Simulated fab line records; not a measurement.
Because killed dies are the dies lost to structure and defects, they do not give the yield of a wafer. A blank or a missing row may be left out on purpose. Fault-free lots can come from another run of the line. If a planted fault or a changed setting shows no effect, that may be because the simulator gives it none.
Commonality check across tools + flow gf180mcu + 45 wafers sampled across 14 lots

== WHAT PROMPTED THE OPENING ==
2 of 14 lots carry a flag on the reading LVPWELL_OVL at GF_LVPWELL_OVL_MEAS_07. Fault-free wafers read 0.1 nm, with a standard deviation of 1.2.
Rule: a lot is flagged when every wafer of it that has a number lies more than 4 standard deviations from that mean, or none has a number. The rest of the lots are taken to be sound.

| lot  | measured    | on         | LVPWELL_OVL (nm), wafer by wafer    | flag    |
|------|-------------|------------|-------------------------------------|---------|
| L184 | day 3 20:31 | overlay-01 | 0.0 -0.7                            |         |
| L185 | day 4 03:04 | overlay-01 | -2.5 -0.2 -1.5                      |         |
| L187 | day 4 13:02 | overlay-01 | 1.1 1.9 0.7                         |         |
| L188 | day 4 20:29 | overlay-01 | -0.2 -0.1 0.1                       |         |
| L189 | day 5 00:47 | overlay-02 | -1.1 -1.1 0.8                       |         |
| L192 | day 5 16:58 | overlay-02 | 128.5 127.7 129.1 126.5 126.0 127.5 | FLAGGED |
| L195 | day 6 10:14 | overlay-01 | 0.4 0.7 -0.3                        |         |
| L198 | day 7 03:14 | overlay-02 | 127.4 125.9 128.4 126.3 124.8 127.2 | FLAGGED |
| L200 | day 7 14:49 | overlay-01 | 1.0 0.5 -1.5                        |         |
| L202 | day 8 03:22 | overlay-01 | 0.6 1.1 1.0                         |         |
| L203 | day 8 07:40 | overlay-02 | -0.7 0.8 0.3                        |         |
| L204 | day 8 12:02 | overlay-02 | 0.8 -0.6                            |         |
| L206 | day 8 23:30 | overlay-02 | -1.2 -1.3                           |         |
| L207 | day 9 05:32 | overlay-01 | -0.9 -2.3 -0.8                      |         |
Flagged lots average 127.1 nm: +127.0 nm relative to the usual, that is +99 or more standard deviations.

== WHICH TOOL EACH LOT WENT THROUGH ==
The record keeps 1 process step preceding the reading, out of 602 steps on the route. Read each cell as the tool, then ch plus the chambers that the sampled wafers visited, then the start.
| lot  | flag    | GF_LVPWELL_EXPOSE_04               |
|------|---------|------------------------------------|
| L184 |         | iline-stepper-01 ch 0, day 3 14:07 |
| L185 |         | iline-stepper-01 ch 0, day 3 20:18 |
| L187 |         | iline-stepper-02 ch 0, day 4 06:10 |
| L188 |         | iline-stepper-02 ch 0, day 4 14:02 |
| L189 |         | iline-stepper-02 ch 0, day 4 18:25 |
| L192 | FLAGGED | iline-stepper-02 ch 0, day 5 09:46 |
| L195 |         | iline-stepper-01 ch 0, day 6 03:31 |
| L198 | FLAGGED | iline-stepper-02 ch 0, day 6 20:06 |
| L200 |         | iline-stepper-01 ch 0, day 7 07:30 |
| L202 |         | iline-stepper-01 ch 0, day 7 19:18 |
| L203 |         | iline-stepper-01 ch 0, day 8 00:31 |
| L204 |         | iline-stepper-01 ch 0, day 8 04:01 |
| L206 |         | iline-stepper-01 ch 0, day 8 14:46 |
| L207 |         | iline-stepper-01 ch 0, day 8 21:13 |
What these steps do:
- GF_LVPWELL_EXPOSE_04: exposes mask LVPWELL, target cd 600 nm.
- GF_LVPWELL_OVL_MEAS_07

== FLAGGED AGAINST TOTAL, ONE TOOL AT A TIME (gauges that did the reading follow at the end) ==
| step                   | tool             | lots run | flagged | share of the flagged lots | sound lots run after its first flagged lot |
|------------------------|------------------|----------|---------|---------------------------|--------------------------------------------|
| GF_LVPWELL_EXPOSE_04   | iline-stepper-01 | 9        | 0       | none                      | -                                          |
| GF_LVPWELL_EXPOSE_04   | iline-stepper-02 | 5        | 2       | all                       | 0                                          |
| GF_LVPWELL_OVL_MEAS_07 | overlay-01       | 8        | 0       | none                      | -                                          |
| GF_LVPWELL_OVL_MEAS_07 | overlay-02       | 6        | 2       | all                       | 3 (L203,L204,L206)                         |

== WHAT THE TABLE PERMITS ==
2 rows of the table ran every flagged lot: iline-stepper-02 at GF_LVPWELL_EXPOSE_04, overlay-02 at GF_LVPWELL_OVL_MEAS_07.
- iline-stepper-02 at GF_LVPWELL_EXPOSE_04: 2 of its 5 lots flagged. Last sound lot L189 at day 4 18:25, first flagged lot L192 at day 5 09:46; a fault beginning in between fits.
- overlay-02 at GF_LVPWELL_OVL_MEAS_07: 2 of its 6 lots flagged. After the first flagged lot (L203, L204, L206), sound lots still ran on it; a lasting fault on the whole tool would not permit that.
Just one tool remains: iline-stepper-02 at GF_LVPWELL_EXPOSE_04.

== WHAT THE SIMULATOR HAD INSERTED ==
Scanner matching overlay: iline-stepper-02, from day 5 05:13 on, at GF_LVPWELL_EXPOSE_04. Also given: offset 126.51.
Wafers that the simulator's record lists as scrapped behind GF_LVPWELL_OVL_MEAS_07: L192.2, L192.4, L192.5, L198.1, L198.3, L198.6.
Struck lots among those shown: L192, L198. The rule given above showed the same thing.
